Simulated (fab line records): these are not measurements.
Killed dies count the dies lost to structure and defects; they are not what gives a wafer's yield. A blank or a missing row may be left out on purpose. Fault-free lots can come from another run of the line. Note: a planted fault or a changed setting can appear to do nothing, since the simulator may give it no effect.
The tool behind it: which one? || flow gf180mcu || at 1 step of a route of 602, 6 lots with 18 wafers sampled

WHAT THE GAUGES READ, wafer by wafer
GF_M4_THK_MEAS_06: measures by xrf.
{"lot": "L441", "measured": "day 23 05:26", "on": "film-metro-03", "M4_ALCU_THK (nm)": "456 452 455"}
{"lot": "L450", "measured": "day 26 10:55", "on": "film-metro-04", "M4_ALCU_THK (nm)": "445 442 442"}
{"lot": "L454", "measured": "day 27 12:53", "on": "film-metro-03", "M4_ALCU_THK (nm)": "454 454 458"}
{"lot": "L457", "measured": "day 28 10:25", "on": "film-metro-03", "M4_ALCU_THK (nm)": "451 451 451"}
{"lot": "L459", "measured": "day 29 02:05", "on": "film-metro-03", "M4_ALCU_THK (nm)": "445 447 451"}
{"lot": "L462", "measured": "day 30 04:58", "on": "film-metro-01", "M4_ALCU_THK (nm)": "441 443 439"}

TOOL THAT RAN EACH LOT (tool first, then ch and the chambers of the sampled wafers, then the start)
The record holds no process step before these readings.

THE ANSWER, worked out from the rows above alone
Rule: the usual values come from the lots themselves. Put in order of their means at a reading, lots are off if they are a third of the lots or fewer, leave a main group of 4 or more, and stand apart from it by a gap of 3 or more times the standard deviation of the main group's means; of several such gaps the widest counts. If all means in a main group match to the digits the tables above print for the reading, that group is not used. Also off: a lot with no number at a reading for which 4 or more lots have one. Any other lot the step has rows for is counted as sound.
No lot is off on any of the readings shown, so nothing can be concluded from this.

WHAT THE SIMULATOR HAD PUT IN
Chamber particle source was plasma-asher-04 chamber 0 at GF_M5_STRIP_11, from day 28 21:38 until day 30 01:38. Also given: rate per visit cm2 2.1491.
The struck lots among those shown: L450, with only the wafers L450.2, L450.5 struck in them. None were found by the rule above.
